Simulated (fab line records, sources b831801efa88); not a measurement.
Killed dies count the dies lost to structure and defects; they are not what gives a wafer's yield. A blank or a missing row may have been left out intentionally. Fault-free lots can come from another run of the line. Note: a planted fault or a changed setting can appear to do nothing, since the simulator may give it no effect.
fab line records ; flow sky130
record: lots: 6; wafers: 18; last_day: 50
route steps=708 shown VT_ADJUST_NCORE@123 VT_ADJUST_HVTR@131
lots that met no fault: from a run of the same line without faults
start_h: hours from the record's opening day to when the first of the lot's shown wafers began ; wait_h: time in hours since the lot's previous step ; " same as the row above ; L1.1+2: one row covering several wafers at once ; - no value present, or no start provided ; * or withheld: withheld ; < > ~ a bound
route shown NAME@n: a module of which the file shows steps, and the number in the route of the first ; usual: the fault-free wafers' mean and standard deviation ; same: alike in all rows ; chamber/n: place in a boat ; sites: per-site readings ; _std_site: standard deviation of those values ; _edge_site: outer sites' mean less inner sites' ; radius_mm: how far each site lies from the wafer's centre ; mask NAME#n: copy n ; behind: the tool/chamber that last shaped the wafer ; hold: what put the lot on hold/how long, in hours/how the hold closed ; device: the transistor (n, p or np) that didn't switch ; end of line: tests run on the same wafers once the route is complete ; a step with no rows: only its recipe ; killed: not the wafer's yield, but the dies lost to structure and defects at the first sort ; map: dies across one wafer; x = killed, . = not, _ = none there
set.NAME: the setting as run; set.NAME@STEP: as run at that earlier step ; model.NAME: the simulator's own value behind a step, which no gauge read
certain route steps with their lots: each step a table, each wafer a row
services: when a tool's chamber went out of use (start_h, in hours from the record's first day, below 0 if earlier), for how many hours, and the reason
== steps ==
step: SKY_VT_ADJUST_NCORE_EXPOSE_04
recipe: mask_id: LVTN_COMPLEMENT_THIN; na: 0.6; source_shape: conventional; sigma_outer: 0.6; polarization: unpolarized; target_cd_nm: 380; dose_mj: 139
step: SKY_VT_ADJUST_NCORE_PEB_05
recipe: temp_c: withheld; time_s: *; resist: NOVOLAK
step: SKY_VT_ADJUST_NCORE_DEVELOP_06
recipe: resist: NOVOLAK; developer: TMAH; develop_time_s: 60; dev_temp_c: 23
step: SKY_VT_ADJUST_NCORE_CD_MEAS_07
recipe: target_cd_nm: 380
usual: cd_nm: 380.3/2.9
lot.wafer;tool;chamber;start_h;wait_h;cd_nm
L301.1;cd_sem-01;-;198.26;0.1;375.5
L301.5;cd_sem-01;-;198.26;0.1;376.6
L301.6;cd_sem-01;-;198.26;0.1;376.5
L309.4;cd_sem-02;-;253.97;0.1;378.2
L309.5;cd_sem-02;-;253.97;0.1;378.5
L309.6;cd_sem-02;-;253.97;0.1;379.6
L312.2;cd_sem-01;-;276.43;0.1;383.3
L312.3;cd_sem-01;-;276.43;0.1;382.2
L312.6;cd_sem-01;-;276.43;0.1;380.9
L319.3;cd_sem-02;-;328.79;0.1;386.2
L319.4;cd_sem-02;-;328.79;0.1;387.0
L319.5;cd_sem-02;-;328.79;0.1;386.6
L320.1;cd_sem-01;-;334.55;0.1;380.3
L320.3;cd_sem-01;-;334.55;0.1;378.3
L320.5;cd_sem-01;-;334.55;0.1;380.2
L322.3;cd_sem-02;-;347.39;0.1;383.0
L322.4;cd_sem-02;-;347.39;0.1;383.5
L322.5;cd_sem-02;-;347.39;0.1;383.3
step: SKY_VT_ADJUST_NCORE_OVL_MEAS_08
usual: VT_ADJUST_NCORE_OVL: 0.3/1.6
lot.wafer;tool;chamber;start_h;wait_h;VT_ADJUST_NCORE_OVL[nm]
L301.1;overlay-01;-;198.38;0.1;-0.8
L301.5;overlay-01;-;198.38;0.1;0.6
L301.6;overlay-01;-;198.38;0.1;-0.8
L309.4;overlay-01;-;254.05;0.1;1.6
L309.5;overlay-01;-;254.05;0.1;2.5
L309.6;overlay-01;-;254.05;0.1;0.7
L312.2;overlay-01;-;276.54;0.1;-1.3
L312.3;overlay-01;-;276.54;0.1;-1.6
L312.6;overlay-01;-;276.54;0.1;-1.1
L319.3;overlay-02;-;328.88;0.1;-0.1
L319.4;overlay-02;-;328.88;0.1;-0.5
L319.5;overlay-02;-;328.88;0.1;-0.1
L320.1;overlay-01;-;334.67;0.1;1.6
L320.3;overlay-01;-;334.67;0.1;-0.1
L320.5;overlay-01;-;334.67;0.1;1.7
L322.3;overlay-02;-;347.48;0.1;-1.2
L322.4;overlay-02;-;347.48;0.1;-0.9
L322.5;overlay-02;-;347.48;0.1;-0.5
step: SKY_VT_ADJUST_NCORE_IMPLANT_09
recipe: species: B; energy_kev: 10; dose_cm2: 2.4e+12; tilt_deg: withheld
step: SKY_VT_ADJUST_NCORE_STRIP_10
recipe: chemistry: O2/N2; power_w: 1400; pressure_mtorr: 1500; platen_temp_c: withheld; o2_flow_sccm: 3000; n2_flow_sccm: 300; overash_fraction: 0.5
usual: drypump_motor_current_A: 5.6/0.43; oes_product_au: 0.715/0.005; strip_time_to_endpoint_s: 14.20/0.045
lot.wafer;tool;chamber;start_h;wait_h;drypump_motor_current_A;oes_product_au;rf_hours_counter_h;strip_time_to_endpoint_s
L301.1;plasma_asher-02;0;198.57;0.1;5.9;0.714;52;14.18
L301.5;plasma_asher-02;1;198.57;0.1;4.9;0.714;-;14.15
L301.6;plasma_asher-02;0;198.57;0.1;5.8;0.724;-;14.15
L309.4;plasma_asher-02;0;254.25;0.1;5.8;0.713;-;14.20
L309.5;plasma_asher-02;0;254.25;0.1;5.8;0.716;-;14.20
L309.6;plasma_asher-02;1;254.25;0.1;4.9;0.713;-;14.20
L312.2;plasma_asher-02;0;276.72;0.1;5.9;0.718;60;14.27
L312.3;plasma_asher-02;1;276.72;0.1;4.9;0.722;-;14.27
L312.6;plasma_asher-02;0;276.72;0.1;5.9;0.715;-;14.28
L319.3;plasma_asher-03;0;329.09;0.1;5.5;0.719;-;14.15
L319.4;plasma_asher-03;1;329.09;0.1;5.9;0.717;-;14.13
L319.5;plasma_asher-03;1;329.09;0.1;5.9;0.731;-;14.15
L320.1;plasma_asher-02;0;334.86;0.1;5.8;0.712;65;14.21
L320.3;plasma_asher-02;1;334.86;0.1;4.9;0.708;-;14.21
L320.5;plasma_asher-02;1;334.86;0.1;4.9;0.715;-;14.15
L322.3;plasma_asher-03;1;347.69;0.1;6.0;0.719;-;14.10
L322.4;plasma_asher-03;0;347.69;0.1;5.6;0.729;-;14.15
L322.5;plasma_asher-03;1;347.69;0.1;6.0;0.706;-;14.13
step: SKY_VT_ADJUST_NCORE_TW_MEAS_11
usual: VT_ADJUST_NCORE_TW: 218.8/1.2
lot.wafer;tool;chamber;start_h;wait_h;VT_ADJUST_NCORE_TW
L301.1;film_metro-02;-;198.67;0.1;216.8
L301.5;film_metro-02;-;198.67;0.1;217.4
L301.6;film_metro-02;-;198.67;0.1;217.5
L309.4;film_metro-04;-;254.35;0.1;221.1
L309.5;film_metro-04;-;254.35;0.1;220.6
L309.6;film_metro-04;-;254.35;0.1;220.8
L312.2;film_metro-02;-;276.83;0.1;217.8
L312.3;film_metro-02;-;276.83;0.1;217.5
L312.6;film_metro-02;-;276.83;0.1;218.6
L319.3;film_metro-04;-;329.18;0.1;218.6
L319.4;film_metro-04;-;329.18;0.1;220.5
L319.5;film_metro-04;-;329.18;0.1;220.4
L320.1;film_metro-03;-;334.96;0.1;219.9
L320.3;film_metro-03;-;334.96;0.1;218.7
L320.5;film_metro-03;-;334.96;0.1;219.7
L322.3;film_metro-02;-;347.78;0.1;217.1
L322.4;film_metro-02;-;347.78;0.1;216.9
L322.5;film_metro-02;-;347.78;0.1;217.8
step: SKY_VT_ADJUST_HVTR_DEHYDRATE_00
recipe: temp_c: 200; time_s: 60
step: SKY_VT_ADJUST_HVTR_HMDS_01
recipe: prime_time_s: 60; prime_temp_c: 120
step: SKY_VT_ADJUST_HVTR_COAT_02
recipe: resist: NOVOLAK; spin_rpm: 3000; resist_thk_nm: 1140
step: SKY_VT_ADJUST_HVTR_SOFTBAKE_03
recipe: temp_c: 90; time_s: 60; resist: NOVOLAK
step: SKY_VT_ADJUST_HVTR_EXPOSE_04
recipe: mask_id: HVTRM; target_cd_nm: 380; na: 0.6; source_shape: conventional; sigma_outer: 0.6; dose_mj: 150
usual: exposure_dose_mJ_cm2: 149.99/0.15; focus_offset_nm: 0.0/0.46
lot.wafer;tool;chamber;start_h;wait_h;mask;exposure_dose_mJ_cm2;focus_offset_nm
L301.1;iline_stepper-01;0;208.71;-;HVTRM#0;150.00;0.2
L301.5;iline_stepper-01;0;208.71;-;HVTRM#0;150.13;0.5
L301.6;iline_stepper-01;0;208.71;-;HVTRM#0;150.15;-0.1
L309.4;iline_stepper-01;0;265.92;-;HVTRM#0;149.99;-0.7
L309.5;iline_stepper-01;0;265.92;-;HVTRM#0;150.01;-0.5
L309.6;iline_stepper-01;0;265.92;-;HVTRM#0;149.96;-0.3
L312.2;iline_stepper-02;0;288.89;-;HVTRM#0;150.03;-0.5
L312.3;iline_stepper-02;0;288.89;-;HVTRM#0;150.16;-0.7
L312.6;iline_stepper-02;0;288.89;-;HVTRM#0;150.07;0.2
L319.3;iline_stepper-02;-;343.11;-;HVTRM#0;-;-
L319.4;iline_stepper-02;-;343.11;-;HVTRM#0;-;-
L319.5;iline_stepper-02;-;343.11;-;HVTRM#0;-;-
L320.1;iline_stepper-02;-;348.31;-;HVTRM#0;-;-
L320.3;iline_stepper-02;-;348.31;-;HVTRM#0;-;-
L320.5;iline_stepper-02;-;348.31;-;HVTRM#0;-;-
L322.3;iline_stepper-01;0;361.83;-;HVTRM#0;150.09;0.8
L322.4;iline_stepper-01;0;361.83;-;HVTRM#0;150.18;0.2
L322.5;iline_stepper-01;0;361.83;-;HVTRM#0;150.09;0.2
step: SKY_VT_ADJUST_HVTR_PEB_05
recipe: temp_c: withheld; time_s: *; resist: NOVOLAK
== services ==
tool;chamber;start_h;hours;kind
iline_stepper-02;-;221.24;1.7;pm
iline_stepper-02;-;231.04;0.5;repair
plasma_asher-03;-;243.60;2.8;pm
iline_stepper-02;-;251.30;0.8;repair
iline_stepper-02;-;266.93;2.4;repair
plasma_asher-03;-;286.62;5.5;repair
plasma_asher-03;-;353.31;1.8;repair
plasma_asher-03;-;357.79;8.6;repair
== key ==
first_sign: step: SKY_VT_ADJUST_HVTR_EXPOSE_04; reading: tool_record; direction: missing
effect none on later readings
met_at SKY_VT_ADJUST_HVTR_EXPOSE_04
struck_wafers L319.3,L319.4,L319.5,L320.1,L320.3,L320.5
sort_left_out L319.3,L319.4,L319.5,L320.1,L320.3,L320.5
tester_left_out L319,L320
onset_between 288.89 343.11
fault: kind: skipped_step_whole; tool: iline_stepper-02; chamber: -; onset_h: 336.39; steps: SKY_VT_ADJUST_HVTR_EXPOSE_04; scope: struck_lots_only
tester_left_out: of these lots the tester's yield and bins aren't shown, on N5 and GAA mostly nor the transistor test; their killed dies are dies lost to structure and defects alone, not to doping, threshold or leakage, so they don't give the yield
sort_left_out: the simulated sort isn't trusted on such a fault, so these wafers' sort isn't shown, and their yield isn't known
